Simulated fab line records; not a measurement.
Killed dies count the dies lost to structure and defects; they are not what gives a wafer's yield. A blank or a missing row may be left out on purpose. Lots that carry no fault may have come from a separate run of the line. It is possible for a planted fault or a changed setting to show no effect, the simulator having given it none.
A single fault, viewed from 2 desks	flow sfq line	every desk sees just its own numbers, and what lay behind them comes last

THE TOOL OWNER'S DESK: litho track-04
The tool's own readings at SFQ_TRILAYER_M1_LITHO_COAT_044 (resist thk 62 nm): means of the sampled wafers that have a number, for each lot that ran on this tool. If a lot's mean is further than 4 standard deviations from the usual mean, the lot is out of limits and carries the mark OUT (the distance appears in the brackets).
Columns: A = spin speed rpm at SFQ_TRILAYER_M1_LITHO_COAT_044, usual 2999.3 rpm
lot	first seen here	A
L685	day 16 01:56	2999.1
L686	day 16 09:44	2998.6
L689	day 18 05:49	2998.5
L690	day 18 23:53	2998.1
L697	day 21 13:04	2997.0
L698	day 21 22:46	2996.8
L699	day 22 03:25	2998.3
L703	day 23 09:46	2998.3
L705	day 24 08:23	3000.8
Result from this desk: across the 9 lots, nothing is out of limits.

FROM THE METROLOGY DESK
Lot by lot, what the gauges showed, no matter which tool ran the lot: averages of those sampled wafers that carry a number. If a lot's mean is further than 4 standard deviations from the usual mean, the lot is out of limits and carries the mark OUT (the distance appears in the brackets).
Columns: A = I1_OVL at SFQ_I1_OVL_MEAS_913, usual -1 nm
lot	first seen here	A
L684	day 16 09:01	1
L685	day 22 17:53	-7
L686	day 22 21:29	5
L689	day 24 11:53	2
L690	day 25 03:29	4
L697	day 27 09:35	-6
L698	day 34 05:45	-4
L699	day 34 14:08	-3
L700	day 35 06:51	-1
L701	day 35 11:40	-4
L702	day 35 15:16	-1
L703	day 35 21:23	-8
L705	day 37 00:59	0
L706	day 37 10:35	-3
Result from this desk: across the 14 lots, nothing is out of limits.

PUT TOGETHER
The tool owner's desk saw nothing out of limits.
From the metrology desk's view, nothing was out of limits.

WHAT WAS PUT IN BY THE SIMULATOR
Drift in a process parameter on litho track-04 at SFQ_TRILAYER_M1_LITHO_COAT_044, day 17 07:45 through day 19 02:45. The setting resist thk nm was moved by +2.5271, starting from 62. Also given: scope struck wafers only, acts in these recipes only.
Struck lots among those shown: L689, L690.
